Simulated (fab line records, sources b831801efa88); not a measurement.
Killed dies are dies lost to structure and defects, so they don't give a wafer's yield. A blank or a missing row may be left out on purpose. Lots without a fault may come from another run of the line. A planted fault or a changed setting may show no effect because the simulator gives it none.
Split-lot experiment | flow sfq_line | 5 lots, 23 wafers read, on a route of 325 steps

THE SPLIT
At SFQ_TRILAYER_L0_VIA_LITHO_COAT_018 (resist thk 62 nm), the setting resist_thk_nm was moved away from the recipe's 62 nm on 4 of the 23 wafers read, by +4.8% to +5.6%. The other wafers ran this setting at the recipe's value.

The reading is taken at the split's own step.

THE READING
BARC_of_TRILAYER_L0_VIA_LITHO_COAT_018.thk_nm (the simulator's own value, which no gauge read), in nm, at SFQ_TRILAYER_L0_VIA_LITHO_COAT_018 (resist thk 62 nm). The file gives no usual value for it. The 19 wafers here that ran the recipe average 62.05 nm, standard deviation 0.11 nm.

wafer  | tool, chamber at the split | resist_thk_nm as run, nm | against the recipe | BARC_of_TRILAYER_L0_VIA_LITHO_COAT_018.thk_nm, nm | against lot-mates on the recipe
L075.1 | litho_track-01, 0          | 62                       | recipe             | 62.27                                             | -
L075.5 | litho_track-01, 0          | 62                       | recipe             | 62.2                                              | -
L075.6 | litho_track-01, 0          | 62                       | recipe             | 62.23                                             | -
L080.1 | litho_track-01, 0          | 62                       | recipe             | 62.01                                             | -
L080.2 | litho_track-01, 0          | 65.48                    | +5.6%              | 65.64                                             | +3.63
L080.3 | litho_track-01, 0          | 62                       | recipe             | 61.98                                             | -
L080.4 | litho_track-01, 0          | 65.48                    | +5.6%              | 65.47                                             | +3.46
L080.5 | litho_track-01, 0          | 62                       | recipe             | 62.05                                             | -
L081.2 | litho_track-04, 0          | 62                       | recipe             | 62.08                                             | -
L081.3 | litho_track-04, 0          | 62                       | recipe             | 62                                                | -
L081.4 | litho_track-04, 0          | 62                       | recipe             | 61.94                                             | -
L081.5 | litho_track-04, 0          | 62                       | recipe             | 62.09                                             | -
L081.6 | litho_track-04, 0          | 62                       | recipe             | 61.88                                             | -
L083.2 | litho_track-01, 0          | 62                       | recipe             | 62                                                | -
L083.3 | litho_track-01, 0          | 62                       | recipe             | 61.99                                             | -
L083.4 | litho_track-01, 0          | 62                       | recipe             | 62.11                                             | -
L083.5 | litho_track-01, 0          | 62                       | recipe             | 61.98                                             | -
L083.6 | litho_track-01, 0          | 62                       | recipe             | 62.22                                             | -
L085.1 | litho_track-01, 0          | 65                       | +4.8%              | 64.97                                             | +2.99
L085.2 | litho_track-01, 0          | 65                       | +4.8%              | 65.19                                             | +3.21
L085.4 | litho_track-01, 0          | 62                       | recipe             | 62.04                                             | -
L085.5 | litho_track-01, 0          | 62                       | recipe             | 62.03                                             | -
L085.6 | litho_track-01, 0          | 62                       | recipe             | 61.86                                             | -

THE FIT
A straight line over all 23 wafers: BARC_of_TRILAYER_L0_VIA_LITHO_COAT_018.thk_nm changes by +0.625 nm for each +1% of resist_thk_nm; r = +1.00; the points scatter about the line by 0.11 nm.
The same after taking each lot's own level away (the mean of its wafers on the recipe; 23 wafers): +0.635 nm for each +1%; r = +1.00; scatter 0.082 nm.
On that fit, the largest move of resist_thk_nm shifts the reading by 3.6 nm.
The lots' own levels span 61.977 to 62.233 nm, that is 2.3 times the standard deviation above.
So the lot-to-lot level changes the slope little: the two slopes agree.
Check: with one of the wafers moved furthest among these (+5.6%) left out of the fit, the line predicts +3.54 nm for it against its lot-mates. It came out at +3.63 nm against them.

OTHER SPLITS ON THESE WAFERS
These wafers also went through other splits before the reading. Each is held against what the fit with the lots' levels taken away leaves over:
other split on the same wafers          | wafers away from the commonest value | r with BARC_of_TRILAYER_L0_VIA_LITHO_COAT_018.thk_nm (lot level and that fit taken away)
SFQ_TRILAYER_L0_DEP_SPUTTER_003 power_w | 5                                    | -0.19
SFQ_TRILAYER_L0_LITHO_COAT_005 spin_rpm | 5                                    | -0.16

THE FILE'S OWN FIT
BARC_of_TRILAYER_L0_VIA_LITHO_COAT_018.thk_nm changes by +0.636 nm for each +1% of resist_thk_nm, r = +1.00.
